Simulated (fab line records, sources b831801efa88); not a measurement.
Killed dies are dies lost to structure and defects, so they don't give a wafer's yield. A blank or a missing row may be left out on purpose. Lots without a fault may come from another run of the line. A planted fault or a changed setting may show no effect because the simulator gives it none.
fab line records | flow sky130
record lots=24 wafers=72 last_day=50
route steps=708 shown METAL2@486 VIA3@588 METAL4@599 CAP2M@603 VIA4@656 METAL5@675
lots that met no fault: from a run of the same line without faults
start_h: hours from the record's first day to the start of the lot's first wafer shown | wait_h: hours since the lot's step before | " the same as in the row above | L1.1+2: a row that stands for several wafers | - no value, or no start given | * or withheld: withheld | < > ~ a bound
route shown NAME@n: a module of which the file shows steps, and the number in the route of the first | usual: mean/standard deviation of fault-free wafers | same: alike in all rows | chamber/n: place in a boat | sites: the reading at each site | _std_site: their standard deviation | _edge_site: outer sites' mean less inner sites' | radius_mm: how far each site lies from the wafer's centre | mask NAME#n: copy n | behind: the tool/chamber that last shaped the wafer | hold: why the lot was held/for how many hours/how that ended | device: the transistor (n, p or np) that didn't switch | end of line: the same wafers' tests at the end of the route | a step without rows: its recipe alone | killed: dies lost to structure and defects at the first sort, not the wafer's yield | map: a wafer's dies, x killed, . not, _ none there
set.NAME: the setting as run; set.NAME@STEP: as run at that earlier step | model.NAME: the simulator's own value behind a step, which no gauge read
steps of the route over a sample of lots; a table a step, a row a wafer
services: from which hour (start_h, from the record's first day; less than 0 if before it) a tool's chamber was out of use, for how many hours, and why
## steps
# step SKY_METAL2_SPUTTER_03
# recipe material=Ti target_thk_nm=5 power_w=3000 time_s=3.3 chamber_pressure_pa=0.4
# usual throttle_valve_pct=30.2/1
# columns lot.wafer tool chamber start_h wait_h throttle_valve_pct
L074.3 pvd_sputter-02 - 785.30 0.0 31.0
L074.4 " - " " 31.1
L074.5 " - " " 31.3
L075.4 pvd_sputter-04 - 802.25 0.0 28.5
L075.5 " - " " 29.1
L075.6 " - " " 30.1
L076.1 pvd_sputter-04 - 805.58 0.0 31.2
L076.3 " - " " 28.5
L076.5 " - " " 30.9
L077.3 pvd_sputter-04 - 821.31 0.0 29.4
L077.5 " - " " 31.0
L077.6 " - " " 29.0
L078.1 pvd_sputter-01 - 822.61 0.0 31.7
L078.4 " - " " 28.5
L078.5 " - " " 29.2
L079.1 pvd_sputter-02 - 837.53 0.0 31.1
L079.3 " - " " 31.0
L079.5 " - " " 31.3
L080.2 pvd_sputter-02 - 839.74 0.0 31.1
L080.3 " - " " 29.3
L080.6 " - " " 29.4
L081.1 pvd_sputter-01 - 848.45 0.0 29.3
L081.2 " - " " 30.3
L081.4 " - " " 31.8
L083.2 pvd_sputter-02 - 867.96 0.0 30.9
L083.4 " - " " 30.9
L083.6 " - " " 31.1
L082.1 pvd_sputter-01 - 869.92 0.0 32.0
L082.3 " - " " 28.5
L082.6 " - " " 31.8
L084.1 pvd_sputter-02 - 880.25 0.0 31.1
L084.5 " - " " 29.5
L084.6 " - " " 31.0
L085.1 pvd_sputter-02 - 881.41 0.0 31.2
L085.5 " - " " 29.4
L085.6 " - " " 31.1
L086.1 pvd_sputter-02 - 886.67 0.0 31.1
L086.2 " - " " 31.2
L086.5 " - " " 31.0
L087.2 pvd_sputter-02 - 891.41 0.0 31.1
L087.3 " - " " 31.2
L087.5 " - " " 29.6
L088.1 pvd_sputter-01 - 901.42 0.0 29.6
L088.2 " - " " 28.5
L088.4 " - " " 29.5
L089.2 pvd_sputter-01 - 910.53 0.0 28.9
L089.4 " - " " 30.2
L089.5 " - " " 30.5
L090.1 pvd_sputter-01 - 917.18 0.0 29.4
L090.4 " - " " 31.9
L090.6 " - " " 30.1
L092.1 pvd_sputter-04 - 920.37 0.0 31.2
L092.5 " - " " 28.2
L092.6 " - " " 30.1
L091.1 pvd_sputter-02 - 924.82 0.0 30.9
L091.2 " - " " 31.2
L091.3 " - " " 31.3
L093.1 pvd_sputter-01 - 935.07 0.0 30.4
L093.2 " - " " 31.7
L093.5 " - " " 31.9
L094.1 pvd_sputter-02 - 939.62 0.0 31.0
L094.3 " - " " 29.8
L094.4 " - " " 31.0
L095.2 pvd_sputter-01 - 945.91 0.0 28.8
L095.3 " - " " 29.9
L095.5 " - " " 28.7
L096.2 pvd_sputter-04 - 956.92 0.0 29.1
L096.3 " - " " 28.5
L096.5 " - " " 29.5
L097.1 pvd_sputter-01 - 964.77 0.0 28.8
L097.5 " - " " 31.8
L097.6 " - " " 29.4
# step SKY_VIA3_ETCH_15
# recipe target=SiO2 chemistry=C4F8/O2/Ar target_depth_nm=507 stop_on=TiN mask_material=KrF-thick source_w=1500 bias_w=1200 pressure_mtorr=40 c4f8_flow_sccm=withheld O2_flow_sccm=6 Ar_flow_sccm=300 time_s=78
# usual oes_product_au=0.938/0.0049
# columns lot.wafer tool chamber start_h wait_h oes_product_au rf_hours_counter_h
L074.3 rie_diel-01 3 922.46 0.0 0.941 4
L074.4 " 0 " " 0.943 4
L074.5 " 3 " " 0.930 -
L075.4 rie_diel-01 1 939.16 0.0 0.941 15
L075.5 " 1 " " 0.936 -
L075.6 " 2 " " 0.927 -
L076.1 rie_diel-01 2 940.61 0.0 0.937 17
L076.3 " 1 " " 0.934 15
L076.5 " 0 " " 0.954 -
L077.3 rie_diel-01 2 955.50 0.0 0.939 17
L077.5 " 0 " " 0.940 -
L077.6 " 1 " " 0.930 -
L078.1 rie_diel-02 0 956.38 0.0 0.939 10
L078.4 " 1 " " 0.940 14
L078.5 " 0 " " 0.945 -
L079.1 rie_diel-02 2 970.58 0.0 0.939 6
L079.3 " 3 " " 0.942 5
L079.5 " 3 " " 0.937 -
L080.2 rie_diel-02 2 971.96 0.0 0.933 6
L080.3 " 0 " " 0.941 10
L080.6 " 3 " " 0.936 -
L081.1 rie_diel-04 1 978.08 0.0 0.930 15
L081.2 " 3 " " 0.942 12
L081.4 " 3 " " 0.934 -
L083.2 rie_diel-02 1 997.38 0.0 0.939 15
L083.4 " 3 " " 0.936 5
L083.6 " 0 " " 0.924 -
L082.1 rie_diel-04 2 999.03 0.0 0.929 14
L082.3 " 1 " " 0.935 15
L082.6 " 3 " " 0.931 -
L084.1 rie_diel-04 2 1007.90 0.0 0.929 14
L084.5 " 2 " " 0.940 -
L084.6 " 3 " " 0.947 -
L085.1 rie_diel-04 1 1008.56 0.0 0.938 16
L085.5 " 1 " " 0.942 -
L085.6 " 3 " " 0.946 -
L086.1 rie_diel-01 2 1013.76 0.0 0.939 19
L086.2 " 0 " " 0.935 7
L086.5 " 0 " " 0.939 -
L087.2 rie_diel-02 0 1019.01 0.0 0.933 12
L087.3 " 2 " " 0.939 8
L087.5 " 0 " " 0.935 -
L088.1 rie_diel-01 1 1026.40 0.0 0.945 18
L088.2 " 0 " " 0.943 8
L088.4 " 2 " " 0.940 20
L089.2 rie_diel-01 2 1034.85 0.0 0.942 20
L089.4 " 0 " " 0.937 8
L089.5 " 3 " " 0.938 -
L090.1 rie_diel-04 0 1041.35 0.0 0.945 24
L090.4 " 2 " " 0.933 15
L090.6 " 3 " " 0.932 -
L092.1 rie_diel-01 3 1045.03 0.0 0.932 9
L092.5 " 3 " " 0.930 -
L092.6 " 2 " " 0.950 -
L091.1 rie_diel-01 0 1048.36 0.0 0.937 9
L091.2 " 2 " " 0.939 21
L091.3 " 3 " " 0.934 9
L093.1 rie_diel-01 1 1056.53 0.0 0.940 19
L093.2 " 3 " " 0.938 9
L093.5 " 0 " " 0.938 -
L094.1 rie_diel-01 3 1061.15 0.0 0.942 9
L094.3 " 0 " " 0.938 9
L094.4 " 1 " " 0.951 20
L095.2 rie_diel-02 2 1065.37 0.0 0.943 8
L095.3 " 3 " " 0.938 7
L095.5 " 0 " " 0.941 -
L096.2 rie_diel-02 1 1075.58 0.0 0.937 16
L096.3 " 3 " " 0.940 7
L096.5 " 1 " " 0.943 -
L097.1 rie_diel-02 0 1082.08 0.0 0.929 13
L097.5 " 1 " " 0.934 -
L097.6 " 2 " " 0.942 -
# step SKY_METAL4_SPUTTER_01
# recipe material=TiN target_thk_nm=20 power_w=6500 time_s=16.7 chamber_pressure_pa=0.4
# usual throttle_valve_pct=30.0/0.98
# columns lot.wafer tool chamber start_h wait_h throttle_valve_pct
L074.3 pvd_sputter-04 - 923.88 0.0 28.6
L074.4 " - " " 31.0
L074.5 " - " " 30.9
L075.4 pvd_sputter-01 - 940.53 0.0 30.6
L075.5 " - " " 31.6
L075.6 " - " " 30.3
L076.1 pvd_sputter-04 - 941.96 0.0 28.2
L076.3 " - " " 29.3
L076.5 " - " " 30.9
L077.3 pvd_sputter-01 - 956.88 0.0 31.8
L077.5 " - " " 30.7
L077.6 " - " " 28.6
L078.1 pvd_sputter-04 - 957.75 0.0 28.4
L078.4 " - " " 31.5
L078.5 " - " " 30.1
L079.1 pvd_sputter-01 - 971.92 0.0 32.1
L079.3 " - " " 28.5
L079.5 " - " " 29.4
L080.2 pvd_sputter-03 - 973.56 0.0 29.2
L080.3 " - " " 31.2
L080.6 " - " " 29.5
L081.1 pvd_sputter-04 - 979.83 0.0 28.4
L081.2 " - " " 30.1
L081.4 " - " " 29.2
L083.2 pvd_sputter-03 - 998.89 0.0 29.7
L083.4 " - " " 30.9
L083.6 " - " " 30.9
L082.1 pvd_sputter-01 - 1000.40 0.0 28.6
L082.3 " - " " 29.4
L082.6 " - " " 30.5
L084.1 pvd_sputter-03 - 1009.25 0.0 29.4
L084.5 " - " " 29.8
L084.6 " - " " 30.6
L085.1 pvd_sputter-04 - 1009.91 0.0 30.0
L085.5 " - " " 30.2
L085.6 " - " " 29.1
L086.1 pvd_sputter-04 - 1015.10 0.0 29.1
L086.2 " - " " 30.2
L086.5 " - " " 29.4
L087.2 pvd_sputter-03 - 1020.38 0.0 30.7
L087.3 " - " " 29.6
L087.5 " - " " 29.5
L088.1 pvd_sputter-01 - 1027.74 0.0 30.2
L088.2 " - " " 29.5
L088.4 " - " " 31.8
L089.2 pvd_sputter-03 - 1036.19 0.0 30.8
L089.4 " - " " 30.9
L089.5 " - " " 29.3
L090.1 pvd_sputter-04 - 1042.73 0.0 30.9
L090.4 " - " " 30.3
L090.6 " - " " 31.0
L092.1 pvd_sputter-01 - 1046.38 0.0 31.7
L092.5 " - " " 30.5
L092.6 " - " " 28.8
L091.1 pvd_sputter-03 - 1049.70 0.0 30.6
L091.2 " - " " 29.2
L091.3 " - " " 30.7
L093.1 pvd_sputter-03 - 1057.87 0.0 30.6
L093.2 " - " " 29.2
L093.5 " - " " 29.2
L094.1 pvd_sputter-04 - 1062.50 0.0 29.8
L094.3 " - " " 29.1
L094.4 " - " " 28.3
L095.2 pvd_sputter-03 - 1066.71 0.0 29.6
L095.3 " - " " 31.0
L095.5 " - " " 31.0
L096.2 pvd_sputter-03 - 1076.92 0.0 29.2
L096.3 " - " " 30.4
L096.5 " - " " 30.9
L097.1 pvd_sputter-03 - 1083.45 0.0 30.6
L097.5 " - " " 30.9
L097.6 " - " " 30.7
# step SKY_CAP2M_CVD_00
# recipe material=SiO2 target_thk_nm=15.5 temp_c=400 time_s=withheld rf_w=450
# usual heater_power_w=682/84
# columns lot.wafer tool chamber start_h wait_h heater_power_w
L074.3 pecvd-04 2 924.02 0.0 811
L074.4 " 2 " " 825
L074.5 " 1 " " 645
L075.4 pecvd-04 0 940.67 0.0 579
L075.5 " 1 " " 629
L075.6 " 2 " " 755
L076.1 pecvd-02 0 942.09 0.0 617
L076.3 " 0 " " 616
L076.5 " 2 " " 743
L077.3 pecvd-03 0 957.02 0.0 621
L077.5 " 0 " " 600
L077.6 " 1 " " 792
L078.1 pecvd-02 1 957.89 0.0 747
L078.4 " 1 " " 763
L078.5 " 2 " " 705
L079.1 pecvd-02 2 972.05 0.0 796
L079.3 " 1 " " 745
L079.5 " 0 " " 595
L080.2 pecvd-04 2 973.69 0.0 671
L080.3 " 1 " " 656
L080.6 " 1 " " 655
L081.1 pecvd-03 1 979.96 0.0 784
L081.2 " 0 " " 655
L081.4 " 1 " " 780
L083.2 pecvd-02 0 999.02 0.0 591
L083.4 " 2 " " 726
L083.6 " 0 " " 593
L082.1 pecvd-03 0 1000.54 0.0 644
L082.3 " 0 " " 631
L082.6 " 0 " " 622
L084.1 pecvd-02 1 1009.38 0.0 783
L084.5 " 1 " " 777
L084.6 " 2 " " 745
L085.1 pecvd-03 2 1010.04 0.0 676
L085.5 " 2 " " 689
L085.6 " 0 " " 641
L086.1 pecvd-03 0 1015.23 0.0 610
L086.2 " 0 " " 591
L086.5 " 0 " " 625
L087.2 pecvd-04 2 1020.51 0.0 759
L087.3 " 1 " " 626
L087.5 " 0 " " 556
L088.1 pecvd-04 1 1027.87 0.0 631
L088.2 " 2 " " 678
L088.4 " 2 " " 675
L089.2 pecvd-02 0 1036.32 0.0 602
L089.4 " 1 " " 666
L089.5 " 0 " " 595
L090.1 pecvd-04 1 1042.86 0.0 674
L090.4 " 2 " " 817
L090.6 " 1 " " 684
L092.1 pecvd-02 1 1046.51 0.0 685
L092.5 " 2 " " 773
L092.6 " 0 " " 617
L091.1 pecvd-04 2 1049.83 0.0 791
L091.2 " 0 " " 571
L091.3 " 1 " " 661
L093.1 pecvd-03 2 1058.00 0.0 756
L093.2 " 1 " " 904
L093.5 " 2 " " 755
L094.1 pecvd-02 1 1062.63 0.0 687
L094.3 " 2 " " 739
L094.4 " 1 " " 667
L095.2 pecvd-03 2 1066.84 0.0 746
L095.3 " 0 " " 619
L095.5 " 0 " " 646
L096.2 pecvd-02 1 1077.05 0.0 672
L096.3 " 0 " " 530
L096.5 " 0 " " 520
L097.1 pecvd-03 2 1083.58 0.0 703
L097.5 " 2 " " 679
L097.6 " 0 " " 625
# step SKY_VIA4_SPUTTER_17
# recipe material=TiN target_thk_nm=20 chamber_pressure_pa=5 power_w=4000 time_s=80
# usual throttle_valve_pct=30.3/0.89
# columns lot.wafer tool chamber start_h wait_h throttle_valve_pct
L074.3 pvd_sputter-04 - 1000.05 0.0 28.3
L074.4 " - " " 30.2
L074.5 " - " " 29.3
L075.4 pvd_sputter-03 - 1013.68 0.0 29.8
L075.5 " - " " 29.6
L075.6 " - " " 31.0
L076.1 pvd_sputter-02 - 1015.13 0.0 31.3
L076.3 " - " " 31.1
L076.5 " - " " 31.2
L077.3 pvd_sputter-03 - 1029.87 0.0 31.1
L077.5 " - " " 29.2
L077.6 " - " " 31.1
L078.1 pvd_sputter-02 - 1030.47 0.0 31.0
L078.4 " - " " 31.3
L078.5 " - " " 31.0
L079.1 pvd_sputter-04 - 1044.24 0.0 30.0
L079.3 " - " " 29.1
L079.5 " - " " 29.3
L080.2 pvd_sputter-03 - 1045.22 0.0 29.4
L080.3 " - " " 29.7
L080.6 " - " " 30.7
L081.1 pvd_sputter-02 - 1051.62 0.0 31.2
L081.2 " - " " 31.3
L081.4 " - " " 29.4
L083.2 pvd_sputter-02 - 1069.50 0.0 31.1
L083.4 " - " " 31.2
L083.6 " - " " 31.3
L082.1 pvd_sputter-02 - 1070.18 0.0 29.4
L082.3 " - " " 31.0
L082.6 " - " " 31.4
L084.1 pvd_sputter-02 - 1077.98 0.0 30.9
L084.5 " - " " 30.9
L084.6 " - " " 31.1
L085.1 pvd_sputter-04 - 1078.02 0.0 30.2
L085.5 " - " " 30.1
L085.6 " - " " 28.7
L086.1 pvd_sputter-03 - 1082.83 0.0 29.3
L086.2 " - " " 30.9
L086.5 " - " " 30.9
L087.2 pvd_sputter-04 - 1088.03 0.0 29.8
L087.3 " - " " 30.7
L087.5 " - " " 31.2
L088.1 pvd_sputter-04 - 1095.03 0.0 29.8
L088.2 " - " " 29.1
L088.4 " - " " 29.4
L089.2 pvd_sputter-04 - 1102.97 0.0 29.0
L089.4 " - " " 28.7
L089.5 " - " " 30.1
L090.1 pvd_sputter-02 - 1108.51 0.0 31.0
L090.4 " - " " 31.0
L090.6 " - " " 31.2
L092.1 pvd_sputter-02 - 1112.02 0.0 31.2
L092.5 " - " " 29.6
L092.6 " - " " 31.0
L091.1 pvd_sputter-02 - 1115.37 0.0 31.0
L091.2 " - " " 30.9
L091.3 " - " " 29.5
L093.1 pvd_sputter-04 - 1122.08 0.0 30.0
L093.2 " - " " 31.4
L093.5 " - " " 31.2
L094.1 pvd_sputter-02 - 1126.87 0.0 31.0
L094.3 " - " " 31.2
L094.4 " - " " 29.6
L095.2 pvd_sputter-03 - 1130.07 0.0 29.4
L095.3 " - " " 30.7
L095.5 " - " " 31.0
L096.2 pvd_sputter-03 - 1140.90 0.0 30.7
L096.3 " - " " 30.8
L096.5 " - " " 29.6
L097.1 pvd_sputter-04 - 1145.52 0.0 29.1
L097.5 " - " " 31.1
L097.6 " - " " 28.3
# step SKY_METAL5_DESCUM_14
# recipe chemistry=O2 source_power_w=150 bias_power_w=0 pressure_mtorr=10 temp_c=40 time_s=11
# usual drypump_motor_current_A=5.6/0.46 he_backside_leak_sccm=3.31/0.27 oes_product_au=1.001/0.013
# columns lot.wafer tool chamber start_h wait_h drypump_motor_current_A he_backside_leak_sccm oes_product_au rf_hours_counter_h
L074.3 rie_metal-03 0 1023.73 0.1 5.4 3.60 1.006 -
L074.4 " 1 " " 6.5 3.02 1.003 -
L074.5 " 0 " " 5.4 3.54 1.002 -
L075.4 rie_metal-01 0 1036.83 0.1 5.6 3.42 1.000 -
L075.5 " 0 " " 5.6 3.30 0.985 -
L075.6 " 1 " " 5.2 3.20 1.030 -
L076.1 rie_metal-04 1 1038.26 0.1 5.2 3.43 0.993 9
L076.3 " 0 " " 5.6 3.07 1.003 -
L076.5 " 1 " " 5.2 3.52 0.993 -
L077.3 rie_metal-03 0 1053.14 0.1 5.4 3.30 0.995 -
L077.5 " 1 " " 6.5 3.19 1.004 -
L077.6 " 0 " " 5.4 3.27 0.991 -
L078.1 rie_metal-04 0 1053.41 0.1 5.6 3.53 0.998 7
L078.4 " 0 " " 5.6 3.30 1.000 -
L078.5 " 1 " " 5.2 3.47 0.998 -
L079.1 rie_metal-04 0 1066.08 0.1 5.6 2.94 0.998 8
L079.3 " 1 " " 5.2 3.78 0.993 -
L079.5 " 0 " " 5.6 4.32 0.998 -
L080.2 rie_metal-03 1 1067.16 0.1 6.5 3.07 1.012 11
L080.3 " 1 " " 6.5 3.04 1.015 -
L080.6 " 1 " " 6.5 2.99 1.017 -
L081.1 rie_metal-04 0 1073.66 0.1 5.6 2.92 1.006 9
L081.2 " 1 " " 5.2 3.60 0.996 12
L081.4 " 1 " " 5.2 3.46 0.986 -
L083.2 rie_metal-01 0 1090.87 0.1 5.6 3.21 0.978 16
L083.4 " 0 " " 5.6 3.37 0.976 -
L083.6 " 1 " " 5.2 3.12 1.018 -
L082.1 rie_metal-04 1 1091.93 0.1 5.2 3.35 1.000 13
L082.3 " 0 " " 5.6 3.25 0.999 -
L082.6 " 0 " " 5.6 3.33 1.004 -
L084.1 rie_metal-03 0 1099.78 0.1 5.4 3.66 1.012 19
L084.5 " 1 " " 6.5 3.17 1.004 -
L084.6 " 0 " " 5.4 3.85 1.013 -
L085.1 rie_metal-01 0 1099.91 0.1 5.6 3.30 0.978 17
L085.5 " 0 " " 5.6 3.30 0.963 -
L085.6 " 1 " " 5.1 3.11 1.009 -
L086.1 rie_metal-04 1 1103.08 0.1 5.1 3.49 1.006 14
L086.2 " 0 " " 5.6 3.19 0.993 11
L086.5 " 0 " " 5.6 3.18 0.994 -
L087.2 rie_metal-03 1 1108.68 0.1 6.5 2.95 1.003 14
L087.3 " 1 " " 6.5 3.08 1.009 -
L087.5 " 0 " " 5.4 3.61 1.006 -
L088.1 rie_metal-03 0 1116.61 0.1 5.4 3.79 1.004 20
L088.2 " 1 " " 6.5 3.03 1.009 15
L088.4 " 1 " " 6.5 3.09 1.003 -
L089.2 rie_metal-04 1 1123.01 0.1 5.2 3.64 0.989 15
L089.4 " 0 " " 5.6 3.06 1.004 -
L089.5 " 0 " " 5.6 2.94 1.007 -
L090.1 rie_metal-04 0 1128.27 0.1 5.6 2.89 0.990 14
L090.4 " 0 " " 5.6 3.21 1.002 -
L090.6 " 0 " " 5.7 3.09 0.993 -
L092.1 rie_metal-01 0 1132.48 0.1 5.6 3.54 0.978 20
L092.5 " 0 " " 5.5 3.33 0.975 -
L092.6 " 1 " " 5.2 3.15 1.030 -
L091.1 rie_metal-04 0 1135.78 0.1 5.6 3.18 0.982 14
L091.2 " 1 " " 5.2 3.51 0.993 17
L091.3 " 1 " " 5.2 3.54 0.992 -
L093.1 rie_metal-04 1 1142.08 0.1 5.2 3.33 1.002 17
L093.2 " 0 " " 5.6 2.99 1.003 15
L093.5 " 1 " " 5.2 3.45 0.997 -
L094.1 rie_metal-03 0 1147.08 0.1 5.4 3.61 1.022 23
L094.3 " 1 " " 6.5 3.10 0.999 -
L094.4 " 0 " " 5.4 3.65 1.006 -
L095.2 rie_metal-01 1 1149.26 0.1 5.2 3.14 1.030 12
L095.3 " 0 " " 5.6 3.40 0.985 -
L095.5 " 1 " " 5.2 3.26 1.017 -
L096.2 rie_metal-01 1 1159.28 0.1 5.2 3.11 1.012 13
L096.3 " 1 " " 5.1 3.14 1.019 -
L096.5 " 1 " " 5.1 3.30 1.007 -
L097.1 rie_metal-03 0 1164.32 0.1 5.4 3.70 1.006 25
L097.5 " 1 " " 6.5 3.16 1.011 -
L097.6 " 0 " " 5.4 3.65 1.022 -
## services
# columns tool chamber start_h hours kind
pvd_sputter-03 - 785.90 0.6 repair
pvd_sputter-02 - 792.13 35.0 repair
pvd_sputter-01 - 801.92 4.3 repair
pvd_sputter-03 - 808.86 1.8 repair
pvd_sputter-02 - 811.43 4.6 repair
pvd_sputter-04 - 820.25 0.6 repair
pvd_sputter-02 - 823.34 5.6 repair
rie_diel-01 3 824.57 10.7 repair
pvd_sputter-01 - 853.17 3.4 repair
pvd_sputter-04 - 856.74 1.1 repair
pvd_sputter-04 - 884.87 19.5 repair
pvd_sputter-01 - 905.09 2.3 repair
pvd_sputter-03 - 917.65 5.4 repair
pvd_sputter-02 - 947.45 3.3 repair
pvd_sputter-04 - 950.41 0.5 repair
pvd_sputter-03 - 958.88 1.4 repair
pvd_sputter-04 - 968.39 8.1 repair
pvd_sputter-04 - 1015.78 14.1 repair
pvd_sputter-02 - 1045.33 0.7 repair
pvd_sputter-04 - 1055.14 7.1 repair
pvd_sputter-02 - 1087.78 2.1 repair
pvd_sputter-02 - 1117.22 2.3 repair
pvd_sputter-03 - 1120.16 9.0 repair
pvd_sputter-01 - 1134.04 1.6 repair
## key
fault none
